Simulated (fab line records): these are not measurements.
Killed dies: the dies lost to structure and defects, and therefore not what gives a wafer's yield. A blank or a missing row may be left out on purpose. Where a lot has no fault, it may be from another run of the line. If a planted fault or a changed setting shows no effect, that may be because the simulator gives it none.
fab line records    flow gf180mcu
[record] lots = 6  wafers = 18  lastDay = 34
route steps=602 shown M2@366
lots that met no fault: from a run of the same line without faults
startH: the number of hours between the record's first day and the start of the first shown wafer of the lot    waitH: hours from the lot's prior step to this one    " the same as in the row above    L1.1+2: a row that stands for several wafers    - value missing, or start not given    * or withheld: withheld    < > ~ a bound
route shown NAME@n: NAME is a module with steps in the file, n the number in the route of the first one    usual: mean/standard deviation taken from wafers without a fault    same: alike in all rows    chamber/n: place in a boat    sites: each site's reading    _std_site: how widely they spread, as a standard deviation    _edge_site: outer sites' mean less inner sites'    radiusMm: for every site, how far away it sits from the centre of the wafer    mask NAME#n: copy n    behind: the last tool/chamber to shape the wafer    hold: cause of the lot's hold/its duration in hours/its outcome    device: names the non-switching transistor (n, p or np)    end of line: the same wafers' tests at the end of the route    for a step that has no rows: nothing shown but its recipe    killed: count of dies lost to structure and defects at first sort (not the wafer's yield)    map: per-die view of a wafer (x killed, . not killed, _ where there is no die)
set.NAME: the setting the step ran with; set.NAME@STEP: the setting that earlier step ran with    model.NAME: the simulator's own value behind a step, which no gauge read
a table for each step, a row for each wafer; lots at some steps of the route
services: a tool's chamber out of use, with start hour (startH, from the record's first day; less than 0 if before it), hours out, and reason
[[steps]]
[step GF_M2_SPUTTER_04]
[recipe] material = TiN  targetThkNm = 50  powerW = 6500  timeS = 41.7  chamberPressurePa = 0.4
[usual] throttleValvePct = 29.9/0.94
lot.wafer  tool           chamber  startH  waitH  throttleValvePct
L516.2     pvdSputter-04  -        446.68  0.0    30.7
L516.3     "              -        "       "      30.0
L516.6     "              -        "       "      31.1
L518.3     pvdSputter-04  -        471.08  0.0    30.5
L518.5     "              -        "       "      31.3
L518.6     "              -        "       "      30.6
L528.4     pvdSputter-04  -        556.73  0.0    31.0
L528.5     "              -        "       "      30.9
L528.6     "              -        "       "      31.3
L532.2     pvdSputter-04  -        581.07  0.0    31.2
L532.4     "              -        "       "      30.7
L532.5     "              -        "       "      30.6
L533.1     pvdSputter-01  -        589.54  0.0    29.2
L533.2     "              -        "       "      29.6
L533.4     "              -        "       "      30.1
L534.1     pvdSputter-02  -        596.73  0.0    31.3
L534.4     "              -        "       "      28.5
L534.6     "              -        "       "      28.9
[step GF_M2_RS_MEAS_05]
[recipe] thkMeasGauge = four-point-probe  reads = TiN_of_M2_SPUTTER_04+Ti_of_M2_SPUTTER_03+AlCu_of_M2_SPUTTER_02+TiN_of_M2_SPUTTER_01+Ti_of_M2_SPUTTER_00
[usual] M2_ALCU_RS = 0.0693/0.00073
lot.wafer  tool          chamber  startH  waitH  M2_ALCU_RS[ohm/sq]
L516.2     filmMetro-03  -        446.74  0.0    0.0692
L516.3     "             -        "       "      0.0698
L516.6     "             -        "       "      0.0699
L518.3     filmMetro-03  -        471.16  0.1    0.0704
L518.5     "             -        "       "      0.0702
L518.6     "             -        "       "      0.0697
L528.4     filmMetro-02  -        556.83  0.1    0.0692
L528.5     "             -        "       "      0.0692
L528.6     "             -        "       "      0.0697
L532.2     filmMetro-03  -        581.13  0.0    0.0681
L532.4     "             -        "       "      0.0684
L532.5     "             -        "       "      0.0682
L533.1     filmMetro-04  -        589.58  0.0    0.0679
L533.2     "             -        "       "      0.0684
L533.4     "             -        "       "      0.0683
L534.1     filmMetro-04  -        596.77  0.0    0.0701
L534.4     "             -        "       "      0.0703
L534.6     "             -        "       "      0.0691
[step GF_M2_THK_MEAS_06]
[recipe] thkMeasGauge = xrf  reads = AlCu_of_M2_SPUTTER_02
[usual] M2_ALCU_THK = 453/5.7
lot.wafer  tool          chamber  startH  waitH  M2_ALCU_THK[nm]
L516.2     filmMetro-03  -        446.85  0.1    453
L516.3     "             -        "       "      450
L516.6     "             -        "       "      451
L518.3     filmMetro-03  -        471.26  0.1    446
L518.5     "             -        "       "      448
L518.6     "             -        "       "      446
L528.4     filmMetro-02  -        556.92  0.1    454
L528.5     "             -        "       "      458
L528.6     "             -        "       "      453
L532.2     filmMetro-03  -        581.24  0.1    464
L532.4     "             -        "       "      459
L532.5     "             -        "       "      461
L533.1     filmMetro-04  -        589.70  0.1    461
L533.2     "             -        "       "      460
L533.4     "             -        "       "      459
L534.1     filmMetro-04  -        596.89  0.1    447
L534.4     "             -        "       "      445
L534.6     "             -        "       "      453
[step GF_M2_DEHYDRATE_07]
[recipe] tempC = 200  timeS = 60
[step GF_M2_HMDS_08]
[recipe] primeTimeS = 60  primeTempC = 120
[step GF_M2_COAT_09]
[recipe] resist = KrF  spinRpm = withheld  resistThkNm = 1000
[step GF_M2_SOFTBAKE_10]
[recipe] tempC = 130  timeS = 60  resist = KrF
[step GF_M2_EXPOSE_11]
[recipe] maskId = Metal2  targetCdNm = 280  na = 0.68  sourceShape = conventional  sigmaOuter = 0.6  doseMj = 28
[step GF_M2_PEB_12]
[recipe] pebTempC = 135  pebTimeS = 90  resist = KrF
[step GF_M2_DEVELOP_13]
[recipe] developTimeS = 60  devTempC = 21
[step GF_M2_CD_MEAS_14]
[recipe] targetCdNm = 280
[usual] cdNm = 280.5/1.4
lot.wafer  tool      chamber  startH  waitH  cdNm
L516.2     cdSem-01  -        472.38  0.9    280.2
L516.3     "         -        "       "      281.2
L516.6     "         -        "       "      279.4
L518.3     cdSem-02  -        494.78  0.1    280.1
L518.5     "         -        "       "      278.8
L518.6     "         -        "       "      279.5
L528.4     cdSem-02  -        578.75  0.1    283.3
L528.5     "         -        "       "      281.4
L528.6     "         -        "       "      283.8
L532.2     cdSem-01  -        601.61  0.1    281.5
L532.4     "         -        "       "      281.2
L532.5     "         -        "       "      280.3
L533.1     cdSem-01  -        610.39  0.1    279.9
L533.2     "         -        "       "      278.5
L533.4     "         -        "       "      278.4
L534.1     cdSem-02  -        616.99  0.1    279.5
L534.4     "         -        "       "      279.3
L534.6     "         -        "       "      279.5
[step GF_M2_OVL_MEAS_15]
[usual] M2_OVL = -3/5.7
lot.wafer  tool        chamber  startH  waitH  M2_OVL[nm]
L516.2     overlay-02  -        472.48  0.1    -13
L516.3     "           -        "       "      -6
L516.6     "           -        "       "      -4
L518.3     overlay-01  -        494.87  0.1    -6
L518.5     "           -        "       "      -1
L518.6     "           -        "       "      -6
L528.4     overlay-01  -        578.82  0.1    1
L528.5     "           -        "       "      -9
L528.6     "           -        "       "      2
L532.2     overlay-02  -        601.71  0.1    3
L532.4     "           -        "       "      8
L532.5     "           -        "       "      6
L533.1     overlay-01  -        610.51  0.1    7
L533.2     "           -        "       "      2
L533.4     "           -        "       "      9
L534.1     overlay-02  -        617.11  0.1    -5
L534.4     "           -        "       "      3
L534.6     "           -        "       "      3
[step GF_M2_METAL_ETCH_16]
[recipe] chemistry = Cl2/BCl3  maskMaterial = KrF  targetDepthNm = 750.8  stopOn = SiO2  pressureMtorr = 8  icpW = 800  biasW = 140  Cl2_flow_sccm = 80  bcl3FlowSccm = 40  timeS = 129.4
[usual] drypumpMotorCurrentA = 5.8/0.56  heBacksideLeakSccm = 3.3/0.31  oesProductAu = 0.986/0.0063  throttleValvePct = 28.234/0.0099
lot.wafer  tool         chamber  startH  waitH  drypumpMotorCurrentA  heBacksideLeakSccm  oesProductAu  rfHoursCounterH  throttleValvePct  model.KrF_of_M2_COAT_09.thkNm
L516.2     rieMetal-04  0        472.51  0.0    5.2                   3.0                 0.985         0.2              28.222            670
L516.3     "            1        "       "      5.0                   2.8                 0.983         -                28.257            678.1
L516.6     "            0        "       "      5.2                   3.2                 0.993         -                28.238            675.3
L518.3     rieMetal-03  1        494.94  0.1    5.8                   3.0                 0.980         -                28.240            675.8
L518.5     "            0        "       "      6.0                   3.5                 0.980         -                28.223            673.1
L518.6     "            1        "       "      5.8                   3.2                 0.993         -                28.226            676
L528.4     rieMetal-03  0        578.97  0.1    6.0                   3.4                 0.903         -                28.331            729.6
L528.5     "            0        "       "      6.0                   3.5                 0.892         -                28.344            726.5
L528.6     "            0        "       "      6.0                   3.6                 0.894         -                28.329            727.6
L532.2     rieMetal-03  1        601.74  0.0    5.8                   3.2                 0.896         0.3              28.343            725.5
L532.4     "            1        "       "      5.8                   3.1                 0.886         -                28.345            730.4
L532.5     "            1        "       "      5.8                   3.0                 0.899         -                28.341            723.5
L533.1     rieMetal-02  1        610.54  0.0    6.5                   3.3                 0.969         10.6             28.230            674.3
L533.2     "            1        "       "      6.5                   3.3                 0.970         -                28.253            673.7
L533.4     "            1        "       "      6.5                   3.3                 0.971         -                28.246            674.5
L534.1     rieMetal-02  1        617.14  0.0    6.5                   3.1                 0.979         10.9             28.230            674.3
L534.4     "            1        "       "      6.5                   3.1                 0.976         -                28.246            675.2
L534.6     "            1        "       "      6.4                   3.1                 0.975         -                28.250            674.6
[step GF_M2_STRIP_17]
[recipe] chemistry = O2/N2  powerW = 1400  pressureMtorr = 1500  platenTempC = 250  o2FlowSccm = 3000  n2FlowSccm = 300  overashFraction = 0.5
[usual] drypumpMotorCurrentA = 6.2/0.46  heaterPowerW = 317/28  oesProductAu = 0.533/0.0051  stripTimeToEndpointS = 7.28/0.042
lot.wafer  tool            chamber  startH  waitH  drypumpMotorCurrentA  heaterPowerW  oesProductAu  rfHoursCounterH  stripTimeToEndpointS
L516.2     plasmaAsher-02  1        472.64  0.1    6.0                   281           0.532         4                7.24
L516.3     "               1        "       "      6.0                   277           0.528         -                7.32
L516.6     "               1        "       "      6.0                   274           0.545         -                7.26
L518.3     plasmaAsher-04  1        495.06  0.1    6.6                   326           0.535         -                7.30
L518.5     "               0        "       "      6.6                   323           0.540         -                7.29
L518.6     "               1        "       "      6.6                   328           0.535         -                7.31
L528.4     plasmaAsher-02  0        579.13  0.1    5.8                   345           0.554         -                7.82
L528.5     "               1        "       "      6.0                   272           0.558         -                7.78
L528.6     "               0        "       "      5.8                   346           0.559         -                7.81
L532.2     plasmaAsher-02  1        601.87  0.1    6.0                   272           0.556         18               7.78
L532.4     "               1        "       "      6.0                   280           0.555         -                7.83
L532.5     "               0        "       "      5.8                   337           0.551         -                7.77
L533.1     plasmaAsher-04  1        610.89  0.3    6.7                   321           0.539         96               7.29
L533.2     "               0        "       "      6.6                   316           0.536         96               7.27
L533.4     "               1        "       "      6.7                   322           0.541         -                7.29
L534.1     plasmaAsher-02  0        617.49  0.3    5.8                   355           0.536         20               7.26
L534.4     "               0        "       "      5.8                   342           0.534         -                7.29
L534.6     "               1        "       "      6.0                   278           0.543         -                7.29
[step GF_M2_STRIP_18]
[recipe] chemistry = postEtchResidueRemover  timeS = 1200  tempC = 72.5
[[services]]
tool            chamber  startH  hours  kind
rieMetal-02     -        426.32  14.6   pm
plasmaAsher-02  0        430.29  -      clean
plasmaAsher-02  1        430.29  -      clean
rieMetal-04     0        443.39  -      clean
rieMetal-04     0        443.39  18.9   scheduledDown
rieMetal-04     0        443.39  18.9   ventCycle
rieMetal-04     -        468.03  2.8    pm
pvdSputter-04   -        483.58  2.1    repair
pvdSputter-01   -        516.42  2.4    repair
plasmaAsher-02  -        519.69  5.2    repair
pvdSputter-01   2        524.76  -      consumableReplace:kit
pvdSputter-01   2        524.76  18.0   scheduledDown
pvdSputter-01   2        524.76  18.0   ventCycle
pvdSputter-04   1        533.20  -      consumableReplace:kit
pvdSputter-04   1        533.20  18.0   scheduledDown
pvdSputter-04   1        533.20  18.0   ventCycle
rieMetal-03     1        564.91  -      clean
rieMetal-03     1        564.91  24.4   scheduledDown
rieMetal-03     1        564.91  24.4   ventCycle
pvdSputter-04   -        588.74  8.7    repair
rieMetal-02     0        603.07  -      clean
rieMetal-02     0        603.07  17.6   scheduledDown
rieMetal-02     0        603.07  17.6   ventCycle
pvdSputter-01   -        614.64  1.0    repair
[[key]]
[firstSign] step = GF_M2_METAL_ETCH_16  reading = oesProductAu  direction = down  sigmas = 15  usual = 0.986  struck = 0.895
[effect] step = GF_M2_METAL_ETCH_16  reading = throttleValvePct  direction = up  sigmas = 11  usual = 28.234  struck = 28.339
[effect] step = GF_M2_STRIP_17  reading = stripTimeToEndpointS  direction = up  sigmas = 12  usual = *  struck = *
[modelEffect] step = GF_M2_METAL_ETCH_16  value = KrF_of_M2_COAT_09.thkNm  without = 676.9  struck = 727.2
metAt GF_M2_METAL_ETCH_16
struckWafers L528.4,L528.5,L528.6,L532.2,L532.4,L532.5
sortLeftOut L528.4,L528.5,L528.6,L532.2,L532.4,L532.5
onsetBetween 494.94 578.97
[fault] kind = processParameterDrift  tool = rieMetal-03  chamber = -  onsetH = 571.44  steps = GF_M2_METAL_ETCH_16  channel = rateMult  offset = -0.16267  shape = step  endH = 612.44
// sortLeftOut: the simulated sort isn't trusted on such a fault, so these wafers' sort isn't shown, and their yield isn't known
